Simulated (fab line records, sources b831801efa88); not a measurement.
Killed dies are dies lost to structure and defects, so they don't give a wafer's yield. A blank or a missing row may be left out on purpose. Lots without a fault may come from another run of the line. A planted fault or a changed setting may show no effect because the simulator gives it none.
Tool commonality check | flow gf180mcu | 12 lots, 36 wafers sampled

WHY IT WAS OPENED
At GF_V5_THK_MEAS_03 the reading V5_CVD_02_THK is flagged on 2 of 12 lots. Wafers without a fault read 1451 nm, standard deviation 21.
Rule: a lot is flagged when every wafer of it that has a number lies more than 4 standard deviations from that mean, or none has a number. The other lots count as sound.

lot  | measured     | on            | V5_CVD_02_THK (nm), wafer by wafer | flag
L226 | day 26 15:37 | film_metro-03 | 1452 1494 1445                     |
L228 | day 26 23:20 | film_metro-03 | 1450 1464 1478                     |
L229 | day 27 06:12 | film_metro-03 | 1415 1427 1443                     |
L235 | day 29 06:10 | film_metro-04 | 1331 1336 1350                     | FLAGGED
L236 | day 29 11:32 | film_metro-03 | 1353 1332 1366                     | FLAGGED
L238 | day 29 22:48 | film_metro-04 | 1418 1419 1448                     |
L239 | day 30 12:50 | film_metro-04 | 1468 1472 1493                     |
L244 | day 31 19:12 | film_metro-04 | 1430 1461 1464                     |
L245 | day 32 03:30 | film_metro-03 | 1420 1453 1450                     |
L246 | day 32 08:13 | film_metro-03 | 1441 1490 1460                     |
L247 | day 32 08:38 | film_metro-01 | 1453 1427 1446                     |
L248 | day 32 20:35 | film_metro-04 | 1428 1428 1422                     |
The numbers of the flagged lots are 1345 nm on average: -106 nm against the usual, or -5 standard deviations.

WHICH TOOL RAN EACH LOT
The record holds 2 process steps before the reading, out of a route of 602 steps. In each cell: the tool, then ch and the chambers that the sampled wafers went through, then the start.
lot  | flag    | GF_MIM_SPUTTER_00            | GF_V5_CVD_02
L226 |         | pvd_sputter-02, day 24 19:53 | pecvd-02 ch 0,1,2, day 26 15:30
L228 |         | pvd_sputter-04, day 25 03:19 | pecvd-04 ch 1,2, day 26 23:10
L229 |         | pvd_sputter-03, day 25 09:55 | pecvd-03 ch 0,2, day 27 06:05
L235 | FLAGGED | pvd_sputter-04, day 27 12:45 | pecvd-03 ch 0,2, day 29 06:03
L236 | FLAGGED | pvd_sputter-03, day 27 19:58 | pecvd-03 ch 0,2, day 29 11:25
L238 |         | pvd_sputter-03, day 28 07:12 | pecvd-04 ch 0,1, day 29 22:41
L239 |         | pvd_sputter-03, day 28 21:55 | pecvd-02 ch 0,2, day 30 12:43
L244 |         | pvd_sputter-02, day 30 05:40 | pecvd-02 ch 0,1,2, day 31 19:06
L245 |         | pvd_sputter-04, day 30 14:34 | pecvd-03 ch 0,1,2, day 32 03:24
L246 |         | pvd_sputter-02, day 30 19:53 | pecvd-02 ch 0,2, day 32 08:06
L247 |         | pvd_sputter-03, day 30 19:54 | pecvd-04 ch 0,1,2, day 32 08:32
L248 |         | pvd_sputter-04, day 31 09:25 | pecvd-04 ch 0,1,2, day 32 20:29
What these steps do:
- GF_MIM_SPUTTER_00: material Ti, target thk 37.5 nm, time 150 s.
- GF_V5_CVD_02: deposits SiO2 from TEOS, target thk 1450 nm, time 163.28 s.
- GF_V5_THK_MEAS_03

FLAGGED OVER TOTAL, TOOL BY TOOL (the gauges that took the reading come last)
step              | tool           | lots run | flagged | share of the flagged lots | sound lots run after its first flagged lot
GF_MIM_SPUTTER_00 | pvd_sputter-02 | 3        | 0       | none                      | -
GF_MIM_SPUTTER_00 | pvd_sputter-03 | 5        | 1       | some                      | 3 (L238,L239,L247)
GF_MIM_SPUTTER_00 | pvd_sputter-04 | 4        | 1       | some                      | 2 (L245,L248)
GF_V5_CVD_02      | pecvd-02       | 4        | 0       | none                      | -
GF_V5_CVD_02      | pecvd-03       | 4        | 2       | all                       | 1 (L245)
GF_V5_CVD_02      | pecvd-04       | 4        | 0       | none                      | -
GF_V5_THK_MEAS_03 | film_metro-01  | 1        | 0       | none                      | -
GF_V5_THK_MEAS_03 | film_metro-03  | 6        | 1       | some                      | 2 (L245,L246)
GF_V5_THK_MEAS_03 | film_metro-04  | 5        | 1       | some                      | 4 (L238,L239,L244,L248)

WHAT THE TABLE ALLOWS
1 row of the table ran every flagged lot: pecvd-03 at GF_V5_CVD_02.
- pecvd-03 at GF_V5_CVD_02: 2 of its 4 lots flagged. Sound lots ran on it after the first flagged one (L245), which a lasting fault on the whole tool wouldn't allow. Its own readings lie more than 4 standard deviations out on every wafer of the flagged lots: rf_fwd_power_W.
No row of the table ran every flagged lot and no sound lot after the first.

WHAT THE SIMULATOR HAD PUT IN
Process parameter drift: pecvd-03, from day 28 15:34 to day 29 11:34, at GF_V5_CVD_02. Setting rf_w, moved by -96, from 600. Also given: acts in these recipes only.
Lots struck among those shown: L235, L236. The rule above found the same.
